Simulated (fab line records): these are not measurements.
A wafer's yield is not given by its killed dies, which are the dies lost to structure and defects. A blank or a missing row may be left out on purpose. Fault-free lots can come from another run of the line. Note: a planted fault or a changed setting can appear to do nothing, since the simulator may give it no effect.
fab line records ; flow sky130
[record] lots = 14; wafers = 42; lastDay = 50
route steps=708 shown FIELD_ISO@3 DNWELL@42 NWELL@63 PAD_OPEN@708
lots with no fault: from the same line, run without faults
startH: start of the lot's first displayed wafer, in hours after the record's first day ; waitH: hours from the lot's prior step to this one ; " identical to the entry in the row above ; L1.1+2: one row covering several wafers at once ; - either no value or no given start ; * or withheld: withheld ; < > ~ a bound
route shown NAME@n: NAME is a module with steps in the file, n the number in the route of the first one ; usual: mean/standard deviation of fault-free wafers ; same: alike in all rows ; chamber/n: place in a boat ; sites: per-site readings ; _std_site: standard deviation across them ; _edge_site: mean of outer sites minus mean of inner sites ; radiusMm: how far each site lies from the wafer's centre ; mask NAME#n: copy n ; behind: the tool/chamber that last shaped the wafer ; hold: why the lot went on hold/how many hours it stayed there/how the hold came to an end ; device: whichever transistor did not switch (one of n, p or np) ; end of line: the route-end tests of the same wafers ; a step without rows: its recipe alone ; killed: the dies lost at the first sort to structure and to defects; this is not the yield of the wafer ; map: the dies of a wafer, with x for killed, . for not killed, _ for no die there
set.NAME: the setting as run; set.NAME@STEP: as run at that earlier step ; model.NAME: the simulator's own value behind a step, which no gauge read
steps of the route over a sample of lots; a table a step, a row a wafer
services: the hour from which a tool's chamber was out of use, counted from the record's first day as startH (under 0 if before that day), plus the number of hours and why
[[steps]]
[step SKY_FIELD_ISO_THK_MEAS_02]
[recipe] reads = SiO2_of_FIELD_ISO_OXIDATION_01
[usual] FIELD_ISO_OXIDATION_00_THK = 12.08/0.25
lot.wafer;tool;chamber;startH;waitH;FIELD_ISO_OXIDATION_00_THK[nm]
L811.4;filmMetro-03;-;11.66;0.0;12.12
L811.5;filmMetro-03;-;11.66;0.0;12.34
L811.6;filmMetro-03;-;11.66;0.0;12.32
L812.2;filmMetro-03;-;17.82;0.0;11.90
L812.5;filmMetro-03;-;17.82;0.0;11.92
L812.6;filmMetro-03;-;17.82;0.0;11.93
L814.2;filmMetro-03;-;28.45;0.0;12.22
L814.4;filmMetro-03;-;28.45;0.0;12.11
L814.5;filmMetro-03;-;28.45;0.0;12.13
L818.2;filmMetro-04;-;47.28;0.0;11.82
L818.4;filmMetro-04;-;47.28;0.0;11.78
L818.6;filmMetro-04;-;47.28;0.0;11.81
L820.2;filmMetro-04;-;57.14;0.0;11.95
L820.3;filmMetro-04;-;57.14;0.0;11.90
L820.5;filmMetro-04;-;57.14;0.0;11.89
L823.2;filmMetro-03;-;72.19;0.0;12.33
L823.3;filmMetro-03;-;72.19;0.0;12.31
L823.6;filmMetro-03;-;72.19;0.0;12.19
L824.2;filmMetro-04;-;76.73;0.0;11.90
L824.3;filmMetro-04;-;76.73;0.0;11.86
L824.4;filmMetro-04;-;76.73;0.0;11.90
L825.1;filmMetro-01;-;81.63;0.0;12.00
L825.4;filmMetro-01;-;81.63;0.0;12.33
L825.5;filmMetro-01;-;81.63;0.0;12.11
L826.3;filmMetro-03;-;88.94;0.0;11.72
L826.4;filmMetro-03;-;88.94;0.0;11.94
L826.5;filmMetro-03;-;88.94;0.0;11.89
L827.1;filmMetro-03;-;91.63;0.0;12.18
L827.2;filmMetro-03;-;91.63;0.0;12.18
L827.3;filmMetro-03;-;91.63;0.0;12.10
L828.2;filmMetro-04;-;98.75;0.0;12.04
L828.4;filmMetro-04;-;98.75;0.0;11.82
L828.5;filmMetro-04;-;98.75;0.0;11.67
L829.3;filmMetro-04;-;102.22;0.0;12.40
L829.4;filmMetro-04;-;102.22;0.0;12.40
L829.5;filmMetro-04;-;102.22;0.0;12.39
L830.1;filmMetro-04;-;106.97;0.0;11.90
L830.2;filmMetro-04;-;106.97;0.0;12.02
L830.5;filmMetro-04;-;106.97;0.0;11.97
L831.3;filmMetro-01;-;113.17;0.0;12.52
L831.4;filmMetro-01;-;113.17;0.0;12.45
L831.5;filmMetro-01;-;113.17;0.0;12.34
[step SKY_FIELD_ISO_THK_MEAS_23]
[recipe] reads = SiO2_of_FIELD_ISO_OXIDATION_22
[usual] FIELD_ISO_OXIDATION_01_THK = 10.09/0.2
lot.wafer;tool;chamber;startH;waitH;FIELD_ISO_OXIDATION_01_THK[nm]
L811.4;filmMetro-04;-;29.70;0.0;10.33
L811.5;filmMetro-04;-;29.70;0.0;10.40
L811.6;filmMetro-04;-;29.70;0.0;10.36
L812.2;filmMetro-03;-;36.40;0.0;10.17
L812.5;filmMetro-03;-;36.40;0.0;10.28
L812.6;filmMetro-03;-;36.40;0.0;10.15
L814.2;filmMetro-03;-;48.66;0.0;10.25
L814.4;filmMetro-03;-;48.66;0.0;10.25
L814.5;filmMetro-03;-;48.66;0.0;10.29
L818.2;filmMetro-04;-;67.93;0.0;10.27
L818.4;filmMetro-04;-;67.93;0.0;10.27
L818.6;filmMetro-04;-;67.93;0.0;10.24
L820.2;filmMetro-03;-;77.91;0.0;10.10
L820.3;filmMetro-03;-;77.91;0.0;10.06
L820.5;filmMetro-03;-;77.91;0.0;9.96
L823.2;filmMetro-03;-;95.85;0.0;9.65
L823.3;filmMetro-03;-;95.85;0.0;9.74
L823.6;filmMetro-03;-;95.85;0.0;9.82
L824.2;filmMetro-03;-;100.70;0.0;10.28
L824.3;filmMetro-03;-;100.70;0.0;10.33
L824.4;filmMetro-03;-;100.70;0.0;10.22
L825.1;filmMetro-03;-;104.06;0.0;10.18
L825.4;filmMetro-03;-;104.06;0.0;10.10
L825.5;filmMetro-03;-;104.06;0.0;10.18
L826.3;filmMetro-03;-;110.21;0.0;9.90
L826.4;filmMetro-03;-;110.21;0.0;9.89
L826.5;filmMetro-03;-;110.21;0.0;9.91
L827.1;filmMetro-03;-;114.37;0.0;10.07
L827.2;filmMetro-03;-;114.37;0.0;9.96
L827.3;filmMetro-03;-;114.37;0.0;10.00
L828.2;filmMetro-01;-;120.79;0.0;10.42
L828.4;filmMetro-01;-;120.79;0.0;10.11
L828.5;filmMetro-01;-;120.79;0.0;10.25
L829.3;filmMetro-01;-;124.98;0.0;10.38
L829.4;filmMetro-01;-;124.98;0.0;10.19
L829.5;filmMetro-01;-;124.98;0.0;10.31
L830.1;filmMetro-01;-;134.42;0.0;9.79
L830.2;filmMetro-01;-;134.42;0.0;9.71
L830.5;filmMetro-01;-;134.42;0.0;9.67
L831.3;filmMetro-03;-;135.61;0.0;10.15
L831.4;filmMetro-03;-;135.61;0.0;10.06
L831.5;filmMetro-03;-;135.61;0.0;10.10
[step SKY_DNWELL_IMPLANT_07]
[recipe] species = P; energyKev = withheld; doseCm2 = withheld; tiltDeg = withheld
lot.wafer;tool;chamber;startH;waitH
L811.4+5+6;implanter-03;0;49.85;-
L812.2+5+6;implanter-01;0;55.79;-
L814.2+4+5;implanter-02;0;69.99;-
L818.2+4+6;implanter-02;0;89.69;-
L820.2+3+5;implanter-03;0;100.24;-
L823.2+3+6;implanter-02;0;119.16;-
L824.2+3+4;implanter-01;0;123.14;-
L825.1+4+5;implanter-03;0;126.62;-
L825.1+4+5;implanter-03;0;126.94;0.3
L826.3+4+5;implanter-01;0;134.49;-
L827.1+2+3;implanter-02;0;137.87;-
L828.2+4+5;implanter-03;0;144.74;-
L829.3+4+5;implanter-02;0;152.61;-
L830.1+2+5;implanter-02;0;160.06;-
L830.1+2+5;implanter-02;0;160.38;0.3
L831.3+4+5;implanter-02;0;161.61;-
L831.3+4+5;implanter-02;0;161.93;0.3
[step SKY_DNWELL_TW_MEAS_09]
[usual] DNWELL_TW = 1110/5.8
lot.wafer;tool;chamber;startH;waitH;DNWELL_TW
L811.4;filmMetro-02;-;50.05;0.1;1108
L811.5;filmMetro-02;-;50.05;0.1;1103
L811.6;filmMetro-02;-;50.05;0.1;1105
L812.2;filmMetro-03;-;56.02;0.1;1109
L812.5;filmMetro-03;-;56.02;0.1;1106
L812.6;filmMetro-03;-;56.02;0.1;1109
L814.2;filmMetro-03;-;70.22;0.1;1108
L814.4;filmMetro-03;-;70.22;0.1;1113
L814.5;filmMetro-03;-;70.22;0.1;1110
L818.2;filmMetro-02;-;89.93;0.1;1113
L818.4;filmMetro-02;-;89.93;0.1;1110
L818.6;filmMetro-02;-;89.93;0.1;1115
L820.2;filmMetro-02;-;100.47;0.1;1111
L820.3;filmMetro-02;-;100.47;0.1;1109
L820.5;filmMetro-02;-;100.47;0.1;1113
L823.2;filmMetro-02;-;119.40;0.1;1108
L823.3;filmMetro-02;-;119.40;0.1;1111
L823.6;filmMetro-02;-;119.40;0.1;1106
L824.2;filmMetro-03;-;123.37;0.1;1109
L824.3;filmMetro-03;-;123.37;0.1;1104
L824.4;filmMetro-03;-;123.37;0.1;1113
L825.1;filmMetro-04;-;127.29;0.2;1394
L825.4;filmMetro-04;-;127.29;0.2;1392
L825.5;filmMetro-04;-;127.29;0.2;1389
L826.3;filmMetro-03;-;134.71;0.1;1111
L826.4;filmMetro-03;-;134.71;0.1;1115
L826.5;filmMetro-03;-;134.71;0.1;1109
L827.1;filmMetro-02;-;138.12;0.1;1110
L827.2;filmMetro-02;-;138.12;0.1;1105
L827.3;filmMetro-02;-;138.12;0.1;1106
L828.2;filmMetro-03;-;144.97;0.1;1111
L828.4;filmMetro-03;-;144.97;0.1;1102
L828.5;filmMetro-03;-;144.97;0.1;1114
L829.3;filmMetro-02;-;152.83;0.1;1112
L829.4;filmMetro-02;-;152.83;0.1;1114
L829.5;filmMetro-02;-;152.83;0.1;1120
L830.1;filmMetro-02;-;160.63;0.1;1395
L830.2;filmMetro-02;-;160.63;0.1;1383
L830.5;filmMetro-02;-;160.63;0.1;1386
L831.3;filmMetro-02;-;162.15;0.1;1379
L831.4;filmMetro-02;-;162.15;0.1;1378
L831.5;filmMetro-02;-;162.15;0.1;1371
[step SKY_NWELL_OVL_MEAS_10]
[usual] NWELL_00_OVL = -0.2/1.5
lot.wafer;tool;chamber;startH;waitH;NWELL_00_OVL[nm]
L811.4;overlay-02;-;82.85;-;1.4
L811.5;overlay-02;-;82.85;-;1.6
L811.6;overlay-02;-;82.85;-;1.1
L812.2;overlay-02;-;88.68;-;-1.2
L812.5;overlay-02;-;88.68;-;-3.5
L812.6;overlay-02;-;88.68;-;-1.1
L814.2;overlay-01;-;102.84;-;0.0
L814.4;overlay-01;-;102.84;-;0.4
L814.5;overlay-01;-;102.84;-;-0.2
L818.2;overlay-01;-;126.14;-;-2.7
L818.4;overlay-01;-;126.14;-;-1.1
L818.6;overlay-01;-;126.14;-;-2.1
L820.2;overlay-02;-;136.28;-;1.9
L820.3;overlay-02;-;136.28;-;2.1
L820.5;overlay-02;-;136.28;-;0.6
L823.2;overlay-02;-;157.17;-;-0.3
L823.3;overlay-02;-;157.17;-;-0.7
L823.6;overlay-02;-;157.17;-;0.7
L824.2;overlay-02;-;160.54;-;-0.8
L824.3;overlay-02;-;160.54;-;-0.2
L824.4;overlay-02;-;160.54;-;0.4
L825.1;overlay-02;-;165.44;-;-2.1
L825.4;overlay-02;-;165.44;-;-2.5
L825.5;overlay-02;-;165.44;-;-1.5
L826.3;overlay-01;-;173.38;-;1.4
L826.4;overlay-01;-;173.38;-;2.1
L826.5;overlay-01;-;173.38;-;2.3
L827.1;overlay-01;-;177.47;-;-0.2
L827.2;overlay-01;-;177.47;-;0.0
L827.3;overlay-01;-;177.47;-;0.7
L828.2;overlay-02;-;185.12;-;0.7
L828.4;overlay-02;-;185.12;-;1.0
L828.5;overlay-02;-;185.12;-;0.1
L829.3;overlay-02;-;192.70;-;-2.7
L829.4;overlay-02;-;192.70;-;-2.2
L829.5;overlay-02;-;192.70;-;0.0
L830.1;overlay-01;-;200.79;-;1.0
L830.2;overlay-01;-;200.79;-;-0.5
L830.5;overlay-01;-;200.79;-;-0.9
L831.3;overlay-01;-;202.73;-;-0.6
L831.4;overlay-01;-;202.73;-;-0.3
L831.5;overlay-01;-;202.73;-;0.6
[step SKY_PAD_OPEN_PROBE_99]
[usual] killed_at_M0_to_M3 = 42/6.6; killed_at_M4_up = 3.1/1.9; killedAtContacts = 25/5.7; killedAtFrontEnd = 16/5; killedAtOther = 0.2/0.38; killedDies = 86/9.6; killedOpen = 47/7.2; killedShort = 39/6.2
[same] grossDies = 492; killedAtBackSide = 0
lot.wafer;tool;chamber;startH;waitH;killed_at_M0_to_M3;killed_at_M4_up;killedAtContacts;killedAtFrontEnd;killedAtOther;killedDies;killedOpen;killedShort
L811.4;prober-01;-;1074.84;0.2;42;2;21;24;0;89;44;45
L811.5;prober-01;-;1074.89;0.2;40;1;18;22;0;81;43;38
L811.6;prober-01;-;1074.94;0.2;35;2;19;18;0;74;38;36
L812.2;prober-02;-;1082.60;0.1;48;3;19;11;0;81;56;25
L812.5;prober-02;-;1082.75;0.2;31;5;23;13;0;72;47;25
L812.6;prober-02;-;1082.80;0.2;53;1;20;12;1;87;57;30
L814.2;prober-02;-;1094.49;0.1;51;5;17;9;0;82;40;42
L814.4;prober-02;-;1094.59;0.2;36;3;34;14;0;87;43;44
L814.5;prober-02;-;1094.64;0.2;32;7;28;23;0;90;38;52
L818.2;prober-02;-;1118.91;0.1;37;3;33;25;0;98;45;53
L818.4;prober-02;-;1119.01;0.2;53;2;29;15;1;100;63;37
L818.6;prober-02;-;1119.11;0.2;39;5;28;35;1;108;56;52
L820.2;prober-02;-;1130.13;0.1;46;3;37;20;0;106;50;56
L820.3;prober-02;-;1130.18;0.2;53;2;22;20;0;97;56;41
L820.5;prober-02;-;1130.28;0.2;47;5;36;18;0;106;55;51
L823.2;prober-01;-;1149.18;0.1;43;6;25;14;1;89;49;40
L823.3;prober-01;-;1149.23;0.2;48;0;15;18;1;82;37;45
L823.6;prober-01;-;1149.38;0.2;47;4;21;19;0;91;43;48
L824.2;prober-02;-;1152.74;0.1;35;6;35;20;0;96;49;47
L824.3;prober-02;-;1152.79;0.2;34;3;27;16;0;80;40;40
L824.4;prober-02;-;1152.84;0.2;52;4;28;13;0;97;51;46
L825.1;prober-01;-;1154.19;0.1;37;3;39;15;1;95;50;45
L825.4;prober-01;-;1154.34;0.2;36;0;37;16;0;89;54;35
L825.5;prober-01;-;1154.39;0.2;46;3;26;13;0;88;50;38
L826.3;prober-02;-;1166.64;0.2;45;3;34;16;0;98;52;46
L826.4;prober-02;-;1166.69;0.2;39;2;31;16;0;88;50;38
L826.5;prober-02;-;1166.74;0.2;52;5;27;13;1;98;61;37
L827.1;prober-01;-;1167.74;0.1;38;4;22;19;0;83;47;36
L827.2;prober-01;-;1167.79;0.1;37;2;19;11;0;69;35;34
L827.3;prober-01;-;1167.84;0.2;51;1;29;15;0;96;50;46
L828.2;prober-02;-;1177.10;0.1;44;2;28;7;1;82;48;34
L828.4;prober-02;-;1177.20;0.2;36;2;25;11;0;74;36;38
L828.5;prober-02;-;1177.25;0.2;57;3;25;12;0;97;53;41
L829.3;prober-01;-;1178.76;0.2;51;2;20;15;0;88;46;42
L829.4;prober-01;-;1178.81;0.2;50;8;19;10;0;87;46;41
L829.5;prober-01;-;1178.86;0.2;39;2;19;26;0;86;44;42
L830.1;prober-02;-;1189.76;0.1;53;3;30;14;1;101;59;42
L830.2;prober-02;-;1189.81;0.1;48;1;22;11;0;82;49;33
L830.5;prober-02;-;1189.96;0.2;47;1;27;7;0;82;46;36
L831.3;prober-01;-;1191.95;0.2;35;8;19;18;0;80;45;35
L831.4;prober-01;-;1192.00;0.2;40;3;19;14;0;76;42;34
L831.5;prober-01;-;1192.05;0.2;43;2;22;14;0;81;45;36
// killed by level:class
L811.4 LI_CONTACT:geometricParticle:open=9 POLY_GATE:geometricParticle:open=7 METAL1:geometricParticle:short=7 METAL2:geometricParticle:short=7 FIELD_ISO:geometricParticle:short=6 CONTACT:geometricParticle:open=6 VIA1:geometricParticle:short=6 METAL1:geometricParticle:open=4
L811.5 METAL1:geometricParticle:short=9 VIA2:geometricParticle:open=6 CONTACT:geometricParticle:open=6 VIA3:geometricParticle:open=6 POLY_GATE:geometricParticle:open=5 LOCAL_INTERCONNECT:geometricParticle:short=5 VIA3:geometricParticle:short=5 FIELD_ISO:geometricParticle:short=4
L811.6 FIELD_ISO:geometricParticle:open=7 VIA1:geometricParticle:open=7 CONTACT:geometricParticle:open=6 METAL1:geometricParticle:short=6 METAL2:geometricParticle:short=6 LI_CONTACT:geometricParticle:open=5 VIA2:geometricParticle:open=5 LOCAL_INTERCONNECT:geometricParticle:short=4
L812.2 VIA1:geometricParticle:open=16 CONTACT:geometricParticle:open=10 VIA3:geometricParticle:open=8 FIELD_ISO:geometricParticle:open=7 METAL2:geometricParticle:short=6 LI_CONTACT:geometricParticle:open=4 METAL1:geometricParticle:short=4 VIA2:geometricParticle:open=4
L812.5 LI_CONTACT:geometricParticle:open=9 VIA2:geometricParticle:open=9 CONTACT:geometricParticle:open=8 VIA1:geometricParticle:open=7 FIELD_ISO:geometricParticle:open=4 METAL4:geometricParticle:short=4 VIA3:geometricParticle:open=4 FIELD_ISO:geometricParticle:short=3
L812.6 VIA1:geometricParticle:open=17 VIA2:geometricParticle:open=10 CONTACT:geometricParticle:open=8 VIA3:geometricParticle:open=8 VIA1:geometricParticle:short=7 FIELD_ISO:geometricParticle:short=6 LI_CONTACT:geometricParticle:open=6 METAL1:geometricParticle:short=5
L814.2 METAL1:geometricParticle:short=11 VIA1:geometricParticle:open=8 VIA1:geometricParticle:short=8 VIA3:geometricParticle:open=6 CONTACT:geometricParticle:open=6 VIA2:geometricParticle:open=6 METAL2:geometricParticle:short=5 METAL3:geometricParticle:short=4
L814.4 CONTACT:geometricParticle:open=16 LOCAL_INTERCONNECT:geometricParticle:short=8 VIA3:geometricParticle:open=8 METAL1:geometricParticle:short=6 VIA1:geometricParticle:open=6 POLY_GATE:geometricParticle:open=5 VIA2:geometricParticle:short=5 FIELD_ISO:geometricParticle:short=4
L814.5 POLY_GATE:geometricParticle:short=8 CONTACT:geometricParticle:short=8 LOCAL_INTERCONNECT:geometricParticle:short=7 POLY_GATE:geometricParticle:open=6 CONTACT:geometricParticle:open=6 VIA1:geometricParticle:open=6 FIELD_ISO:geometricParticle:short=5 METAL1:geometricParticle:short=5
L818.2 CONTACT:geometricParticle:open=10 CONTACT:geometricParticle:short=9 FIELD_ISO:geometricParticle:short=8 LI_CONTACT:geometricParticle:open=8 VIA1:geometricParticle:short=6 FIELD_ISO:geometricParticle:open=5 POLY_GATE:geometricParticle:short=5 VIA1:geometricParticle:open=5
L818.4 CONTACT:geometricParticle:open=14 VIA1:geometricParticle:open=11 VIA2:geometricParticle:open=8 VIA1:geometricParticle:short=8 VIA3:geometricParticle:open=7 FIELD_ISO:geometricParticle:open=6 METAL2:geometricParticle:short=6 POLY_GATE:geometricParticle:open=5
L818.6 CONTACT:geometricParticle:open=13 FIELD_ISO:geometricParticle:open=9 FIELD_ISO:geometricParticle:short=9 POLY_GATE:geometricParticle:open=9 METAL2:geometricParticle:short=8 VIA2:geometricParticle:open=6 POLY_GATE:geometricParticle:short=5 METAL1:geometricParticle:short=5
L820.2 LOCAL_INTERCONNECT:geometricParticle:short=10 CONTACT:geometricParticle:open=10 VIA1:geometricParticle:open=9 LI_CONTACT:geometricParticle:open=7 FIELD_ISO:geometricParticle:open=6 CONTACT:geometricParticle:short=6 METAL1:geometricParticle:short=6 VIA3:geometricParticle:short=6
L820.3 VIA1:geometricParticle:open=20 CONTACT:geometricParticle:open=11 VIA3:geometricParticle:open=8 FIELD_ISO:geometricParticle:short=7 POLY_GATE:geometricParticle:open=6 METAL2:geometricParticle:short=5 METAL1:geometricParticle:short=5 VIA1:geometricParticle:short=5
L820.5 LI_CONTACT:geometricParticle:open=12 VIA1:geometricParticle:open=10 CONTACT:geometricParticle:open=10 LOCAL_INTERCONNECT:geometricParticle:short=8 VIA3:geometricParticle:open=7 VIA1:geometricParticle:short=6 VIA3:geometricParticle:short=6 POLY_GATE:geometricParticle:short=5
L823.2 LI_CONTACT:geometricParticle:open=12 VIA1:geometricParticle:open=10 METAL2:geometricParticle:short=8 CONTACT:geometricParticle:open=6 METAL1:geometricParticle:short=6 POLY_GATE:geometricParticle:open=5 LOCAL_INTERCONNECT:geometricParticle:short=5 VIA3:geometricParticle:open=5
L823.3 METAL1:geometricParticle:short=11 VIA1:geometricParticle:open=10 FIELD_ISO:geometricParticle:short=7 METAL2:geometricParticle:short=7 CONTACT:geometricParticle:short=6 VIA3:geometricParticle:open=6 FIELD_ISO:geometricParticle:open=4 LI_CONTACT:geometricParticle:open=4
L823.6 VIA1:geometricParticle:open=10 METAL1:geometricParticle:short=8 LI_CONTACT:geometricParticle:open=6 VIA2:geometricParticle:open=6 FIELD_ISO:geometricParticle:short=5 POLY_GATE:geometricParticle:short=5 CONTACT:geometricParticle:open=5 CONTACT:geometricParticle:short=5
L824.2 CONTACT:geometricParticle:open=12 VIA1:geometricParticle:open=8 CONTACT:geometricParticle:short=7 LI_CONTACT:geometricParticle:open=7 METAL2:geometricParticle:short=6 SONOS_ONO:geometricParticle:open=5 POLY_GATE:geometricParticle:short=5 VIA1:geometricParticle:short=5
L824.3 METAL2:geometricParticle:short=10 CONTACT:geometricParticle:short=9 CONTACT:geometricParticle:open=8 LI_CONTACT:geometricParticle:open=7 VIA1:geometricParticle:open=5 POLY_GATE:geometricParticle:short=4 VIA1:geometricParticle:short=4 VIA3:geometricParticle:open=4
L824.4 VIA1:geometricParticle:open=16 LI_CONTACT:geometricParticle:open=8 LOCAL_INTERCONNECT:geometricParticle:short=7 METAL2:geometricParticle:short=7 VIA2:geometricParticle:open=7 VIA3:geometricParticle:open=6 VIA2:geometricParticle:short=5 FIELD_ISO:geometricParticle:open=4
L825.1 LI_CONTACT:geometricParticle:open=13 CONTACT:geometricParticle:open=10 VIA1:geometricParticle:open=8 CONTACT:geometricParticle:short=7 VIA2:geometricParticle:open=7 POLY_GATE:geometricParticle:short=6 VIA1:geometricParticle:short=6 LOCAL_INTERCONNECT:geometricParticle:short=5
L825.4 CONTACT:geometricParticle:open=18 VIA1:geometricParticle:open=8 LOCAL_INTERCONNECT:geometricParticle:short=7 FIELD_ISO:geometricParticle:open=5 FIELD_ISO:geometricParticle:short=5 VIA2:geometricParticle:open=5 LOCAL_INTERCONNECT:geometricParticle:open=4 METAL1:geometricParticle:short=4
L825.5 VIA1:geometricParticle:open=13 VIA2:geometricParticle:open=8 CONTACT:geometricParticle:open=7 VIA3:geometricParticle:open=7 LOCAL_INTERCONNECT:geometricParticle:short=6 METAL1:geometricParticle:short=6 CONTACT:geometricParticle:short=5 METAL2:geometricParticle:short=5
L826.3 LI_CONTACT:geometricParticle:open=11 CONTACT:geometricParticle:short=9 CONTACT:geometricParticle:open=8 VIA1:geometricParticle:open=8 VIA3:geometricParticle:open=7 METAL1:geometricParticle:short=6 POLY_GATE:geometricParticle:open=5 VIA1:geometricParticle:short=5
L826.4 CONTACT:geometricParticle:open=12 LI_CONTACT:geometricParticle:open=10 VIA2:geometricParticle:open=8 METAL1:geometricParticle:short=7 POLY_GATE:geometricParticle:short=5 METAL2:geometricParticle:short=5 FIELD_ISO:geometricParticle:short=4 LOCAL_INTERCONNECT:geometricParticle:short=4
L826.5 VIA1:geometricParticle:open=13 CONTACT:geometricParticle:open=12 VIA2:geometricParticle:open=10 LI_CONTACT:geometricParticle:open=7 METAL2:geometricParticle:short=6 POLY_GATE:geometricParticle:open=5 LOCAL_INTERCONNECT:geometricParticle:short=5 METAL1:geometricParticle:short=4
L827.1 CONTACT:geometricParticle:open=8 POLY_GATE:geometricParticle:open=6 LI_CONTACT:geometricParticle:open=6 VIA1:geometricParticle:open=6 LOCAL_INTERCONNECT:geometricParticle:short=5 METAL1:geometricParticle:short=5 VIA2:geometricParticle:open=5 POLY_GATE:geometricParticle:short=4
L827.2 VIA1:geometricParticle:open=13 VIA1:geometricParticle:short=6 METAL2:geometricParticle:short=6 CONTACT:geometricParticle:open=5 LI_CONTACT:geometricParticle:short=4 CONTACT:geometricParticle:short=4 FIELD_ISO:geometricParticle:short=3 LI_CONTACT:geometricParticle:open=3
L827.3 CONTACT:geometricParticle:open=12 VIA1:geometricParticle:open=12 METAL2:geometricParticle:short=8 CONTACT:geometricParticle:short=7 LI_CONTACT:geometricParticle:open=6 VIA1:geometricParticle:short=6 POLY_GATE:geometricParticle:open=5 VIA2:geometricParticle:open=5
L828.2 CONTACT:geometricParticle:open=15 METAL1:geometricParticle:short=11 VIA1:geometricParticle:open=10 VIA2:geometricParticle:open=5 VIA3:geometricParticle:open=5 POLY_GATE:geometricParticle:short=4 LI_CONTACT:geometricParticle:open=4 CONTACT:geometricParticle:short=4
L828.4 CONTACT:geometricParticle:open=7 VIA2:geometricParticle:open=7 VIA1:geometricParticle:open=6 METAL2:geometricParticle:short=6 FIELD_ISO:geometricParticle:short=5 CONTACT:geometricParticle:short=5 LI_CONTACT:geometricParticle:open=5 VIA1:geometricParticle:short=5
L828.5 VIA1:geometricParticle:open=12 VIA3:geometricParticle:open=10 CONTACT:geometricParticle:open=9 VIA2:geometricParticle:open=8 LI_CONTACT:geometricParticle:open=7 LOCAL_INTERCONNECT:geometricParticle:short=6 VIA1:geometricParticle:short=6 METAL1:geometricParticle:short=5
L829.3 VIA1:geometricParticle:open=16 VIA3:geometricParticle:open=10 CONTACT:geometricParticle:open=8 CONTACT:geometricParticle:short=7 METAL2:geometricParticle:short=7 POLY_GATE:geometricParticle:short=6 FIELD_ISO:geometricParticle:short=5 VIA1:geometricParticle:short=4
L829.4 CONTACT:geometricParticle:open=10 VIA3:geometricParticle:open=8 VIA2:geometricParticle:open=8 METAL4:geometricParticle:short=7 VIA1:geometricParticle:open=7 METAL2:geometricParticle:short=7 METAL3:geometricParticle:short=5 CONTACT:geometricParticle:short=5
L829.5 VIA1:geometricParticle:open=9 FIELD_ISO:geometricParticle:open=8 METAL2:geometricParticle:short=8 CONTACT:geometricParticle:open=7 FIELD_ISO:geometricParticle:short=5 LI_CONTACT:geometricParticle:open=4 METAL1:geometricParticle:short=4 VIA1:geometricParticle:short=4
L830.1 CONTACT:geometricParticle:open=15 VIA1:geometricParticle:open=14 VIA2:geometricParticle:open=8 METAL2:geometricParticle:short=7 VIA3:geometricParticle:open=6 FIELD_ISO:geometricParticle:open=5 LI_CONTACT:geometricParticle:open=5 VIA1:geometricParticle:short=5
L830.2 VIA1:geometricParticle:open=15 CONTACT:geometricParticle:open=8 VIA2:geometricParticle:open=7 CONTACT:geometricParticle:short=6 LOCAL_INTERCONNECT:geometricParticle:short=5 METAL1:geometricParticle:short=5 VIA1:geometricParticle:short=5 VIA3:geometricParticle:open=4
L830.5 LI_CONTACT:geometricParticle:open=10 CONTACT:geometricParticle:open=10 VIA3:geometricParticle:open=8 METAL2:geometricParticle:short=7 METAL1:geometricParticle:short=6 VIA1:geometricParticle:open=6 VIA2:geometricParticle:open=6 VIA3:geometricParticle:short=6
L831.3 VIA1:geometricParticle:open=9 CONTACT:geometricParticle:open=9 METAL1:geometricParticle:short=7 LOCAL_INTERCONNECT:geometricParticle:short=6 POLY_GATE:geometricParticle:short=5 VIA2:geometricParticle:open=5 VIA3:geometricParticle:open=5 METAL4:geometricParticle:short=5
L831.4 LI_CONTACT:geometricParticle:open=9 VIA1:geometricParticle:open=7 VIA3:geometricParticle:open=6 FIELD_ISO:geometricParticle:short=5 CONTACT:geometricParticle:open=5 METAL1:geometricParticle:short=5 VIA1:geometricParticle:short=5 VIA2:geometricParticle:short=5
L831.5 VIA1:geometricParticle:open=10 CONTACT:geometricParticle:open=9 VIA1:geometricParticle:short=8 METAL1:geometricParticle:short=7 VIA2:geometricParticle:open=6 FIELD_ISO:geometricParticle:open=5 METAL2:geometricParticle:short=5 LI_CONTACT:geometricParticle:open=4
[[services]]
tool;chamber;startH;hours;kind
implanter-02;-;43.21;5.1;pm
implanter-02;-;53.24;3.5;repair
implanter-01;-;100.97;5.0;repair
[[key]]
[firstSign] step = SKY_DNWELL_IMPLANT_07; reading = visit; direction = added
[effect] step = SKY_DNWELL_TW_MEAS_09; reading = DNWELL_TW; direction = up; sigmas = 47; usual = 1110; struck = 1385
metAt SKY_DNWELL_IMPLANT_07
struckLots L825,L830,L831
testerLeftOut L825,L830,L831
notActingAt SKY_FIELD_ISO_THK_MEAS_02,SKY_FIELD_ISO_THK_MEAS_23,SKY_NWELL_OVL_MEAS_10
[fault] kind = repeatedStepWhole; tool = implanter-01,implanter-02,implanter-03; chamber = -; onsetH = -; steps = SKY_DNWELL_IMPLANT_07; times = 1; scope = struckLotsOnly
// testerLeftOut: of these lots the tester's yield and bins aren't shown, on N5 and GAA mostly nor the transistor test; their killed dies are dies lost to structure and defects alone, not to doping, threshold or leakage, so they don't give the yield
